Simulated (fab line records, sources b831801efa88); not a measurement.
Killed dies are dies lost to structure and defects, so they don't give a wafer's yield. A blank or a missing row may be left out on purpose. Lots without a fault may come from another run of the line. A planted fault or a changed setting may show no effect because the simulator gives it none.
Which tool did it? | flow gf180mcu | 11 lots, 33 wafers sampled, at 1 step of a route of 602

WHAT THE GAUGES READ, wafer by wafer
GF_V4_CD_MEAS_14: target cd 260 nm.
lot  | measured     | on        | cd_nm (nm)
L624 | day 25 17:50 | cd_sem-01 | 259.6 260.9 260.9
L627 | day 26 15:01 | cd_sem-01 | 260.5 257.8 260.6
L629 | day 27 08:20 | cd_sem-02 | 259.5 259.5 259.6
L631 | day 28 01:25 | cd_sem-01 | 261.0 261.9 260.7
L632 | day 28 08:20 | cd_sem-02 | 261.3 259.6 260.0
L637 | day 29 13:45 | cd_sem-01 | 259.7 260.7 260.9
L638 | day 29 23:56 | cd_sem-02 | 261.9 262.1 262.1
L639 | day 30 07:38 | cd_sem-01 | 257.7 258.1 258.2
L641 | day 30 18:29 | cd_sem-01 | 259.0 258.7 259.8
L642 | day 30 23:39 | cd_sem-01 | 260.2 259.4 259.5
L643 | day 31 14:02 | cd_sem-01 | 259.8 259.8 259.2

WHICH TOOL RAN EACH LOT (tool, then ch and the chambers of the sampled wafers, then the start)
The record holds no process step before these readings.

THE ANSWER, worked out from the rows above alone
Rule: what is usual is taken from the lots themselves. Put in order of their means at a reading, lots are off if they are a third of the lots or fewer, leave a main group of 4 or more, and stand apart from it by a gap of 3 or more times the standard deviation of the main group's means; of several such gaps the widest counts. A main group whose means are all the same, to the digits that the tables above print for the reading, isn't used. A lot without any number at a reading at which 4 lots or more have one is off too. The other lots that the step has rows for count as sound.
No lot is off at any reading shown: from this, nothing can be told.

WHAT THE SIMULATOR HAD PUT IN
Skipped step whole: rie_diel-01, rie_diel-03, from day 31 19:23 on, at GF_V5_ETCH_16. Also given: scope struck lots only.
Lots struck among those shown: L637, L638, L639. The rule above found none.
